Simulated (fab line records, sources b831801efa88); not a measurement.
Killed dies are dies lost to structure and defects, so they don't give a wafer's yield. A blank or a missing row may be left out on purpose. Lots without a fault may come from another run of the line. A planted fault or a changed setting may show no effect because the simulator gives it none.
Which tool did it? | flow sfq_line | 13 lots, 39 wafers sampled, at 2 steps of a route of 325

WHAT THE GAUGES READ, wafer by wafer
SFQ_M4_RS_MEAS_924: measures by four-point-probe. Usual: M4_NB_RS 0.891 ohm/sq, standard deviation 0.012.
lot  | measured     | on            | M4_NB_RS (ohm/sq) | flag
L365 | day 43 11:09 | film_metro-04 | 0.890 0.910 0.888 |
L367 | day 43 20:56 | film_metro-04 | 0.896 0.880 0.888 |
L368 | day 44 15:47 | film_metro-03 | 0.877 0.889 0.877 |
L369 | day 45 19:43 | film_metro-04 | 0.870 0.892 0.876 |
L370 | day 46 05:06 | film_metro-03 | 0.873 0.882 0.892 |
L371 | day 46 07:40 | film_metro-04 | 0.917 0.896 0.896 |
L372 | day 52 13:43 | film_metro-04 | 0.918 0.899 0.921 |
L376 | day 53 10:07 | film_metro-03 | 0.884 0.886 0.888 |
L380 | day 54 14:54 | film_metro-04 | 0.883 0.673 0.886 | OFF
L383 | day 55 05:19 | film_metro-04 | 0.883 0.895 0.889 |
L385 | day 56 05:19 | film_metro-03 | 0.906 0.885 0.889 |
L387 | day 56 08:50 | film_metro-04 | 0.878 0.892 0.881 |
L388 | day 56 16:03 | film_metro-04 | 0.906 0.894 0.904 |

WHICH TOOL RAN EACH LOT (tool, then ch and the chambers of the sampled wafers, then the start)
lot  | SFQ_TRILAYER_M4_DEP_SPUTTER_091
L365 | pvd_sputter-04, day 43 11:04
L367 | pvd_sputter-05, day 43 20:49
L368 | pvd_sputter-06, day 44 15:41
L369 | pvd_sputter-05, day 45 19:37
L370 | pvd_sputter-05, day 46 05:01
L371 | pvd_sputter-06, day 46 07:34
L372 | pvd_sputter-04, day 52 13:37
L376 | pvd_sputter-06, day 53 10:02
L380 | pvd_sputter-04, day 54 14:49
L383 | pvd_sputter-05, day 55 05:13
L385 | pvd_sputter-05, day 56 05:13
L387 | pvd_sputter-05, day 56 08:44
L388 | pvd_sputter-05, day 56 15:56
- SFQ_TRILAYER_M4_DEP_SPUTTER_091: material Nb, target thk 200 nm, time 133.3 s.

WHAT THE TOOLS THEMSELVES READ (means of the sampled wafers that have a number; where no wafer has one, the mark that the record gives instead)
SFQ_TRILAYER_M4_DEP_SPUTTER_091. Usual: cathode_dc_power_W 2000.0 W, standard deviation 0.33; resputter_cathode_voltage_v 400 V, standard deviation 4.1; throttle_valve_pct 30.4 %, standard deviation 1.2.
lot  | tool           | cathode_dc_power_W (W) | resputter_cathode_voltage_v (V) | throttle_valve_pct (%) | flag
L365 | pvd_sputter-04 | 1999.9                 | 399                             | 31.0                   |
L367 | pvd_sputter-05 | 1999.7                 | 403                             | 30.9                   |
L368 | pvd_sputter-06 | 2000.1                 | 401                             | 28.2                   |
L369 | pvd_sputter-05 | 2000.2                 | 402                             | 31.3                   |
L370 | pvd_sputter-05 | 2000.4                 | 399                             | 30.4                   |
L371 | pvd_sputter-06 | 1999.8                 | 397                             | 30.0                   |
L372 | pvd_sputter-04 | 2000.1                 | 398                             | 30.0                   |
L376 | pvd_sputter-06 | 2000.1                 | 402                             | 29.0                   |
L380 | pvd_sputter-04 | 2217.7                 | 400                             | 30.0                   | OFF
L383 | pvd_sputter-05 | 1999.9                 | 401                             | 30.1                   |
L385 | pvd_sputter-05 | 2000.2                 | 396                             | 31.1                   |
L387 | pvd_sputter-05 | 1999.8                 | 404                             | 30.2                   |
L388 | pvd_sputter-05 | 1999.8                 | 398                             | 30.0                   |

THE ANSWER, worked out from the rows above alone
Rule: a lot is off if the mean of its wafers that have a number lies more than 3 standard deviations from the usual mean. A lot without any number at a reading at which 4 lots or more have one is off too. The other lots that the step has rows for count as sound. The gauges are gone through in route order, then the tools' own readings, and for those a lot's mean is taken as printed above. The first step at which some lot is off is used, and at that step the reading that is off furthest; a lot without a number counts as furthest.
Off: L380, at SFQ_M4_RS_MEAS_924 (M4_NB_RS).
A tool fits if, at a process step before that reading, it ran every lot that is off, and no sound lot after the first of them. The gauges at SFQ_M4_RS_MEAS_924 aren't tried: what is off there is off at SFQ_TRILAYER_M4_DEP_SPUTTER_091 too, on other tools, and a gauge's error can't cause that. One fits: pvd_sputter-04 at SFQ_TRILAYER_M4_DEP_SPUTTER_091. Its last sound lot is L372 (day 52 13:37), its first lot that is off L380 (day 54 14:49): a fault that began between those two fits.
The tool's own readings at SFQ_TRILAYER_M4_DEP_SPUTTER_091 bear it out: on the lots that are off they differ by more than 5 times the standard deviation of the sound lots' means. cathode_dc_power_W reads 2217.7 W there against 2000.0 W on the sound lots.

WHAT THE SIMULATOR HAD PUT IN
Process parameter drift: pvd_sputter-04, from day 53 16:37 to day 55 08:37, at SFQ_TRILAYER_M4_DEP_SPUTTER_091. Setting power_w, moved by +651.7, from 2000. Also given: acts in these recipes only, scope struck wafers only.
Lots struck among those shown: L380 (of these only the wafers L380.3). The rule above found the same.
